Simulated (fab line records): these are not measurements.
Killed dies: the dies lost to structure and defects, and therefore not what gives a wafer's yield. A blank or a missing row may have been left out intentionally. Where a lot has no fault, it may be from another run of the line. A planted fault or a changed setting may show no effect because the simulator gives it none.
Check of tool commonality | flow sky130 | 11 lots, 33 wafers sampled

== WHAT PROMPTED THE OPENING ==
Of 11 lots, 3 have the reading POLY_GATE_OXIDATION_THK flagged at SKY_POLY_GATE_THK_MEAS_21. No-fault wafers: 4.00 nm, standard deviation 0.08.
Rule: flag the lot when none of its wafers has a number, or when each of its wafers that has one lies beyond 4 standard deviations from that mean. The rest of the lots are taken to be sound.

lot  | measured     | on            | POLY_GATE_OXIDATION_THK (nm), wafer by wafer | flag
L161 | day 16 20:31 | film_metro-02 | 4.03 4.03 4.05                               |
L162 | day 17 09:21 | film_metro-02 | 4.01 3.99 4.16                               |
L163 | day 17 19:02 | film_metro-02 | 3.96 3.97 4.05                               |
L165 | day 18 09:26 | film_metro-02 | 3.99 3.97 4.01                               |
L168 | day 20 04:43 | film_metro-02 | 3.93 3.89 3.91                               |
L169 | day 20 16:22 | film_metro-01 | 6.35 6.44 6.40                               | FLAGGED
L170 | day 20 16:23 | film_metro-02 | 6.36 6.35 6.45                               | FLAGGED
L173 | day 21 13:28 | film_metro-04 | 6.37 6.44 6.30                               | FLAGGED
L178 | day 23 08:01 | film_metro-04 | 4.01 4.07 4.02                               |
L181 | day 24 03:15 | film_metro-04 | 3.98 4.05 4.01                               |
L182 | day 24 13:34 | film_metro-01 | 3.96 3.98 4.06                               |
The mean of the flagged lots' numbers is 6.38 nm, +2.38 nm from the usual (+30 standard deviations).

== WHICH TOOL EACH LOT WENT THROUGH ==
Before the reading, the record contains 2 process steps out of a 708-step route. Read each cell as the tool, then ch plus the chambers that the sampled wafers visited, then the start.
lot  | flag    | SKY_DNWELL_STRIP_08                 | SKY_POLY_GATE_OXIDATION_20
L161 |         | plasma_asher-04 ch 0,1, day 3 14:40 | furnace-02 ch 0, day 16 19:15
L162 |         | plasma_asher-01 ch 0,1, day 3 19:05 | furnace-01 ch 0, day 17 08:06
L163 |         | plasma_asher-02 ch 0,1, day 4 02:53 | furnace-01 ch 0, day 17 17:45
L165 |         | plasma_asher-01 ch 0, day 4 10:41   | furnace-01 ch 0, day 18 08:11
L168 |         | plasma_asher-04 ch 0, day 5 10:58   | furnace-02 ch 0, day 20 03:28
L169 | FLAGGED | plasma_asher-04 ch 0,1, day 5 16:32 | furnace-01 ch 0, day 20 15:07
L170 | FLAGGED | plasma_asher-02 ch 0,1, day 5 20:04 | furnace-01 ch 0, day 20 15:07
L173 | FLAGGED | plasma_asher-02 ch 0,1, day 6 07:00 | furnace-01 ch 0, day 21 12:12
L178 |         | plasma_asher-04 ch 0,1, day 7 09:46 | furnace-02 ch 0, day 23 06:45
L181 |         | plasma_asher-04 ch 0,1, day 8 02:14 | furnace-02 ch 0, day 24 02:00
L182 |         | plasma_asher-04 ch 0,1, day 8 10:23 | furnace-01 ch 0, day 24 12:18
What is done by these steps:
- SKY_DNWELL_STRIP_08: strips in O2/N2.
- SKY_POLY_GATE_OXIDATION_20: stabilise 600 s, purge 300 s, target thk 4 nm.
- SKY_POLY_GATE_THK_MEAS_21

== FLAGGED OVER TOTAL, TOOL BY TOOL (the gauges that took the reading come last) ==
step                       | tool            | lots run | flagged | share of the flagged lots | sound lots run after its first flagged lot
SKY_DNWELL_STRIP_08        | plasma_asher-01 | 2        | 0       | none                      | -
SKY_DNWELL_STRIP_08        | plasma_asher-02 | 3        | 2       | some                      | 0
SKY_DNWELL_STRIP_08        | plasma_asher-04 | 6        | 1       | some                      | 3 (L178,L181,L182)
SKY_POLY_GATE_OXIDATION_20 | furnace-01      | 7        | 3       | all                       | 1 (L182)
SKY_POLY_GATE_OXIDATION_20 | furnace-02      | 4        | 0       | none                      | -
SKY_POLY_GATE_THK_MEAS_21  | film_metro-01   | 2        | 1       | some                      | 1 (L182)
SKY_POLY_GATE_THK_MEAS_21  | film_metro-02   | 6        | 1       | some                      | 0
SKY_POLY_GATE_THK_MEAS_21  | film_metro-04   | 3        | 1       | some                      | 2 (L178,L181)

== WHAT IS ALLOWED BY THE TABLE ==
Rows of the table that ran each flagged lot: 1, that is furnace-01 at SKY_POLY_GATE_OXIDATION_20.
- furnace-01 at SKY_POLY_GATE_OXIDATION_20: 3 of its 7 lots flagged. Sound lots ran on it after the first flagged one (L182), which a lasting fault on the whole tool wouldn't allow. Its own readings (spike_tc_bottom_C, spike_tc_centre_C, spike_tc_lower_C, spike_tc_top_C, spike_tc_upper_C, zone_power_lower_pct, zone_power_upper_pct) fall more than 4 standard deviations out on all wafers of the flagged lots.
None of the table's rows ran every flagged lot and, after the first, no sound lot.

== WHAT HAD BEEN PUT IN BY THE SIMULATOR ==
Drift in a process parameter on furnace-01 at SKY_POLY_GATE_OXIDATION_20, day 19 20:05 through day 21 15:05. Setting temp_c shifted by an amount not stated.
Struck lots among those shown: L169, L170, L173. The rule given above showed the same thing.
